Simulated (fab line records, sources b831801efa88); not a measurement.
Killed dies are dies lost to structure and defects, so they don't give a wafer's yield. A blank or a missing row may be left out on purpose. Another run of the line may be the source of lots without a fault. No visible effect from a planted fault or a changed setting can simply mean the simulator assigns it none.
Problem report, 8D (eight disciplines) form, completed by code / flow gf180mcu / the parts of the form that need people (team, actions taken, sign-off) are left out

1. WHAT WENT WRONG
Across 2 wafers from 2 lots, NSD_RS at GF_PSD_RS_MEAS_14 averages 43.80 ohm/sq, while fault-free wafers read 46.14 ohm/sq with a standard deviation of 0.089. That is -26 standard deviations from the usual mean.
The step: measures by four-point-probe.
Earliest sighting: wafer L186.3 on film metro-01 at day 19 09:44. The record has a number at this step for 40 wafers belonging to 14 lots. The rule behind "out" and "out of limits": a value lying over 4 standard deviations away from the usual mean. The rest of the wafers with a number are treated as sound.

2. WHAT IT IS, AND WHAT IT ISN'T
question=which readings at this step | is=NSD_RS | is not=-
question=which lots | is=L186, L187 | is not=L173, L174, L175, L176, L177, L178, L179, L190, L192, L193, L195, L196
question=which wafers of those lots | is=L186.3, L187.3 | is not=L186.2, L187.1
question=read on which gauges | is=film metro-01, film metro-02 | is not=film metro-04
question=when | is=from day 19 09:44 | is not=up to then (22 sound wafers); but 16 sound wafers of L187, L190, L192, L193, L195, L196 came after

3. SUSPECTS, AND WHAT RULES EACH OUT
Counting: any tool at a process step up to the reading remains a suspect provided it ran every lot that is out. Sound lots after the first of them don't rule it out here, since some wafers of a struck lot are sound.
- the gauge at GF_PSD_RS_MEAS_14: ruled out. Those wafers that are out were read across 2 gauges (film metro-01, film metro-02).
- rtp anneal-01 at GF_PSD_RTA_13 (time 20 s): kept. Ran every lot that is out, first one L186 (day 19 09:35); last sound lot up to then L179 (day 16 14:08). On those wafers its own readings are out: run length s.
The count leaves rtp anneal-01 at GF_PSD_RTA_13.

4. THE CAUSE (what the simulator had put in)
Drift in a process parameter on rtp anneal-01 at GF_PSD_RTA_13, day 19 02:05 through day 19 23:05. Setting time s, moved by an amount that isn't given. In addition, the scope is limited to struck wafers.
Only this tool survived the counting.

5. THE CHAIN OF EFFECTS, in route order
Rows list readings where the struck wafers' mean (over those with a number) sits beyond 3 standard deviations from the usual. Only readings for which the record gives a usual standard deviation are gone through. hours: the time from each lot's start at the first step in this table that gives one to its start at this step, as a median over the lots. sigmas: the change in usual standard deviations.
hours=0; step=GF_PSD_RTA_13; reading=run length s; usual=48.9 s; on struck wafers=61.1; change=+12.2; sigmas=+15
hours=0; step=GF_PSD_RS_MEAS_14; reading=NSD_RS; usual=46.14 ohm/sq; on struck wafers=43.80; change=-2.34; sigmas=-26
hours=0; step=GF_PSD_RS_MEAS_15; reading=PSD_RS; usual=108.62 ohm/sq; on struck wafers=104.05; change=-4.57; sigmas=-16
The process steps in it:
- GF_PSD_RTA_13: time 20 s.
Later steps that measure or inspect, where all struck wafers having a row at the step show a number for every such reading and not one has moved that far: GF_SALICIDE_THK_MEAS_05, GF_CONTACT_OVL_MEAS_15.

6. WHAT WOULD HAVE CAUGHT IT SOONER
8 hours passed between the start of the fault at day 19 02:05 and the first reading out of limits at a measuring or inspecting step in this record, taken at day 19 09:44.
The tool's own readings at GF_PSD_RTA_13 were out on every struck wafer that the step has a row for (run length s): an alarm limit on them would have fired on the first of those.
L187, from the lots that are out (2), started GF_PSD_RTA_13 on rtp anneal-01 later than day 19 09:44. Holding the tool at that time would have saved it.
